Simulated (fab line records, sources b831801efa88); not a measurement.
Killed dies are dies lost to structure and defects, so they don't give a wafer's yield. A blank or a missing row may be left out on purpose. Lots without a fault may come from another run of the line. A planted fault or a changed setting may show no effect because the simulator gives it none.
Chamber matching | flow gf180mcu | GF_V3_CMP_04 on cmp-02: 4 sister chambers
The step polishes SiO2. 4 wafers are shown with their chamber, then 8 later ones without.

WAFERS WITH THEIR CHAMBER
wafer  | chamber | motor_current_A (A)
L943.2 | 2       | 12.6
L944.6 | 1       | 11.9
L950.6 | 0       | 11.3
L957.3 | 3       | 12.8

WAFERS WITHOUT THEIR CHAMBER
wafer  | motor_current_A (A)
L957.4 | 12.8
L957.6 | 12.3
L959.1 | 12.0
L959.2 | 10.5
L959.6 | 13.0
L960.1 | 12.3
L960.5 | 10.7
L960.6 | 12.9

WHICH CHAMBER EACH WENT THROUGH
wafer  | from the rows above               | in truth
L957.4 | can't be placed: 3 or 2           | 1
L957.6 | can't be placed: 2 or 1 or 3 or 0 | 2
L959.1 | can't be placed: 1 or 2 or 0 or 3 | 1
L959.2 | can't be placed: 0 or 1           | 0
L959.6 | can't be placed: 3 or 2           | 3
L960.1 | can't be placed: 2 or 1 or 3 or 0 | 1
L960.5 | can't be placed: 0 or 1           | 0
L960.6 | can't be placed: 3 or 2           | 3
Placed correctly: 0 of 8. Can't be placed from these rows: 8 (the true chamber is among the candidates in 7). Placed wrongly: 0.
How it was worked out, from the rows above alone: a wafer's distance from a chamber is the root of the sum, over the readings, of the square of ((its reading less the chamber's mean) divided by the reading's scatter). The wafer belongs to the nearest chamber; if the next one is less than 2 further off, it can't be placed. A chamber's mean is the mean of its shown wafers. The scatter: with one shown wafer a chamber, the root of the mean of the squares of how far each hidden wafer lies from its nearest shown one.
